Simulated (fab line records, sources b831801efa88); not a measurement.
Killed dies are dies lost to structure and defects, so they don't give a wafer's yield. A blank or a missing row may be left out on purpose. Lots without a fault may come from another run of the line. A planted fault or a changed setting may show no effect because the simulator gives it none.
Which tool did it? | flow gf180mcu | 12 lots, 36 wafers sampled, at 4 steps of a route of 602

WHAT THE GAUGES READ, wafer by wafer
GF_V5_CD_MEAS_14: target cd 260 nm.
lot  | measured     | on        | cd_nm (nm)
L877 | day 27 23:01 | cd_sem-02 | 262.6 261.9 261.5
L878 | day 28 02:15 | cd_sem-02 | 259.3 260.1 259.8
L879 | day 28 10:59 | cd_sem-02 | 260.5 261.3 261.2
L881 | day 29 00:11 | cd_sem-01 | 259.6 260.0 258.6
L886 | day 30 08:52 | cd_sem-02 | 260.0 260.3 259.5
L890 | day 31 13:10 | cd_sem-02 | 274.1 274.3 274.0
L891 | day 31 15:34 | cd_sem-01 | 274.3 272.9 274.0
L894 | day 32 07:22 | cd_sem-01 | 260.9 261.2 261.0
L895 | day 32 19:14 | cd_sem-01 | 260.3 259.9 260.0
L896 | day 32 21:02 | cd_sem-01 | 259.8 260.7 260.2
L898 | day 33 07:39 | cd_sem-02 | 261.4 261.0 261.3
L899 | day 33 13:16 | cd_sem-02 | 260.3 261.4 260.9

GF_V5_OVL_MEAS_15.
lot  | measured     | on         | V5_OVL (nm)
L877 | day 27 23:08 | overlay-02 | 0 -3 0
L878 | day 28 02:22 | overlay-01 | 0 -2 0
L879 | day 28 11:05 | overlay-02 | 7 6 -7
L881 | day 29 00:17 | overlay-01 | 2 5 6
L886 | day 30 08:59 | overlay-01 | 5 -3 0
L890 | day 31 13:15 | overlay-02 | 9 2 4
L891 | day 31 15:40 | overlay-01 | -7 -1 -3
L894 | day 32 07:26 | overlay-01 | -5 0 2
L895 | day 32 19:20 | overlay-02 | -2 8 5
L896 | day 32 21:06 | overlay-02 | -3 2 -5
L898 | day 33 07:46 | overlay-01 | 1 -4 2
L899 | day 33 13:23 | overlay-01 | 0 4 -2

WHICH TOOL RAN EACH LOT (tool, then ch and the chambers of the sampled wafers, then the start)
lot  | GF_MIM_SPUTTER_08            | GF_V5_SOFTBAKE_10
L877 | pvd_sputter-04, day 25 06:56 | litho_track-02 ch 0, day 27 12:00
L878 | pvd_sputter-04, day 25 11:08 | litho_track-01 ch 0, day 27 16:00
L879 | pvd_sputter-04, day 25 20:23 | litho_track-04 ch 0, day 28 01:00
L881 | pvd_sputter-04, day 26 10:29 | litho_track-04 ch 0, day 28 14:00
L886 | pvd_sputter-04, day 27 20:17 | litho_track-04 ch 0, day 29 23:00
L890 | pvd_sputter-04, day 29 03:44 | litho_track-04 ch 0, day 31 04:00
L891 | pvd_sputter-01, day 29 06:39 | litho_track-04 ch 0, day 31 07:00
L894 | pvd_sputter-04, day 30 01:42 | litho_track-01 ch 0, day 31 22:00
L895 | pvd_sputter-04, day 30 13:00 | litho_track-01 ch 0, day 32 10:00
L896 | pvd_sputter-04, day 30 16:38 | litho_track-02 ch 0, day 32 12:00
L898 | pvd_sputter-03, day 31 04:14 | litho_track-01 ch 0, day 33 00:00
L899 | pvd_sputter-03, day 31 11:14 | litho_track-02 ch 0, day 33 05:00
- GF_MIM_SPUTTER_08: material AlCu, target thk 200 nm, time 10.6 s.
- GF_V5_SOFTBAKE_10: time 60 s.

WHAT THE TOOLS THEMSELVES READ (means of the sampled wafers that have a number; where no wafer has one, the mark that the record gives instead)
GF_MIM_SPUTTER_08.
lot  | tool           | throttle_valve_pct (%)
L877 | pvd_sputter-04 | 30.3
L878 | pvd_sputter-04 | 30.0
L879 | pvd_sputter-04 | 29.8
L881 | pvd_sputter-04 | 30.0
L886 | pvd_sputter-04 | 30.3
L890 | pvd_sputter-04 | 30.6
L891 | pvd_sputter-01 | 30.0
L894 | pvd_sputter-04 | 30.4
L895 | pvd_sputter-04 | 30.0
L896 | pvd_sputter-04 | 30.6
L898 | pvd_sputter-03 | 30.0
L899 | pvd_sputter-03 | 29.7

GF_V5_SOFTBAKE_10.
lot  | tool           | exhaust_pa (Pa) | heater_power_total_W (W) | plate_temp_C (C)
L877 | litho_track-02 | 44.5            | 93.06                    | 129.99
L878 | litho_track-01 | 44.6            | 93.03                    | 130.11
L879 | litho_track-04 | 44.0            | 93.08                    | 129.78
L881 | litho_track-04 | 44.0            | 93.07                    | 129.93
L886 | litho_track-04 | 44.6            | 93.13                    | 130.09
L890 | litho_track-04 | 44.2            | 97.93                    | 135.17
L891 | litho_track-04 | 45.3            | 97.95                    | 134.95
L894 | litho_track-01 | 44.1            | 93.05                    | 129.86
L895 | litho_track-01 | 44.4            | 93.11                    | 129.99
L896 | litho_track-02 | 45.6            | 93.04                    | 129.93
L898 | litho_track-01 | 44.1            | 93.05                    | 129.87
L899 | litho_track-02 | 44.4            | 93.01                    | 130.09

THE ANSWER, worked out from the rows above alone
Rule: what is usual is taken from the lots themselves. Put in order of their means at a reading, lots are off if they are a third of the lots or fewer, leave a main group of 4 or more, and stand apart from it by a gap of 3 or more times the standard deviation of the main group's means; of several such gaps the widest counts. A main group whose means are all the same, to the digits that the tables above print for the reading, isn't used. A lot without any number at a reading at which 4 lots or more have one is off too. The other lots that the step has rows for count as sound. The gauges are gone through in route order, then the tools' own readings, and for those a lot's mean is taken as printed above. The first step at which some lot is off is used, and at that step the reading that is off furthest; a lot without a number counts as furthest.
Off: L890, L891, at GF_V5_CD_MEAS_14 (cd_nm). The main group: mean 260.6 nm, standard deviation 0.76.
A tool fits if, at a process step before that reading, it ran every lot that is off, and no sound lot after the first of them. The gauges at GF_V5_CD_MEAS_14 aren't tried: what is off there is off at GF_V5_SOFTBAKE_10 too, on other tools, and a gauge's error can't cause that. One fits: litho_track-04 at GF_V5_SOFTBAKE_10. Its last sound lot is L886 (day 29 23:00), its first lot that is off L890 (day 31 04:00): a fault that began between those two fits.
The tool's own readings at GF_V5_SOFTBAKE_10 bear it out: on the lots that are off they differ by more than 5 times the standard deviation of the sound lots' means. heater_power_total_W reads 97.94 W there against 93.06 W on the sound lots; plate_temp_C reads 135.06 C there against 129.96 C on the sound lots.

WHAT THE SIMULATOR HAD PUT IN
Process parameter drift: litho_track-04, from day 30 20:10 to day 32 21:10, at GF_V5_SOFTBAKE_10. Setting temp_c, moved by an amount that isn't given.
Lots struck among those shown: L890, L891. The rule above found the same.
